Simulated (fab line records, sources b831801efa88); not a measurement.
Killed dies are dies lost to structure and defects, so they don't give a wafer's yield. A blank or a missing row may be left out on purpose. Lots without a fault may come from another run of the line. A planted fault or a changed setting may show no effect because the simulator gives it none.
Problem report in the 8D (eight disciplines) form, filled by code | flow gf180mcu | the parts of the form that need people (team, actions taken, sign-off) are left out

1. THE PROBLEM
HV_LDD_RS at GF_HV_LDD_RS_MEAS_53 reads a mean of 411.7 ohm/sq on 6 wafers of 2 lots; wafers without a fault read 418.4 ohm/sq with a standard deviation of 0.96. That is -7.0 standard deviations from the usual mean.
The step: measures by four-point-probe.
First seen on wafer L774.1, day 15 10:04, on film_metro-04. The record holds 39 wafers of 13 lots with a number at this step. Rule for "out", or "out of limits": more than 4 standard deviations from the usual mean. The other wafers with a number count as sound.

2. WHAT IT IS AND WHAT IT IS NOT
question                    | is                     | is not
which readings at this step | HV_LDD_RS              | -
which lots                  | L774, L776             | L765, L766, L767, L768, L779, L781, L783, L784, L786, L787, L788
which wafers of those lots  | all that have a number | -
read on which gauges        | film_metro-04          | film_metro-01, film_metro-03
when                        | from day 15 10:04      | up to then (12 sound wafers); but 21 sound wafers of L779, L781, L783, L784, L786, L787, L788 came after

3. SUSPECTS, AND WHAT RULES EACH OUT
Counting: a tool at a process step up to the reading stays a suspect if it ran every lot that is out and no sound lot after the first of them.
- the gauge at GF_HV_LDD_RS_MEAS_53: ruled out. All the wafers that are out were read on film_metro-04, but those of them that GF_HV_LDD_IMPLANT_35 has rows for are out there too, on other tools.
- implanter-01 at GF_HV_LDD_IMPLANT_35: ruled out as a lasting fault. Sound lots L788 ran on it after its first lot that is out, L774 (day 14 11:16).
Left after counting: nothing in the record.

4. THE CAUSE (what the simulator had put in)
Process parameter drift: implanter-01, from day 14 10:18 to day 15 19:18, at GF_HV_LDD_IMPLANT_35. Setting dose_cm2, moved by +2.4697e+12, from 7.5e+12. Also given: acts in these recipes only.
Counting ruled it out, wrongly: the rule takes a fault to strike every lot that its tool runs from its start on, and this one did not.

5. THE CHAIN OF EFFECTS, in route order
Each row: a reading whose mean over the struck wafers that have a number lies more than 3 standard deviations from the usual. Only readings for which the record gives a usual standard deviation are gone through. hours: the time from each lot's start at the first step in this table that gives one to its start at this step, as a median over the lots. sigmas: the change in usual standard deviations.
hours | step                 | reading            | usual        | on struck wafers | change     | sigmas
0     | GF_HV_LDD_IMPLANT_35 | dose_ions_cm2      | 7.498e+12    | 9.969e+12        | +2.471e+12 | +99 or more
0     | GF_HV_LDD_IMPLANT_35 | faraday_current_uA | 42.4         | 55.6             | +13.2      | +17
23    | GF_HV_LDD_RS_MEAS_53 | HV_LDD_RS          | 418.4 ohm/sq | 411.7            | -6.7       | -7.0
The process steps in it:
- GF_HV_LDD_IMPLANT_35
Later measuring or inspecting steps at which every struck wafer that the step has a row for has a number for every such reading, and none has moved that far: GF_HV_LDD_THK_MEAS_55.

6. WHAT WOULD HAVE CAUGHT IT SOONER
In this record the first reading out of limits at a measuring or inspecting step was taken at day 15 10:04, 24 hours after the fault began at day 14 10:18.
The tool's own readings at GF_HV_LDD_IMPLANT_35 were out on every struck wafer that the step has a row for (dose_ions_cm2, faraday_current_uA): an alarm limit on them would have fired on the first of those.
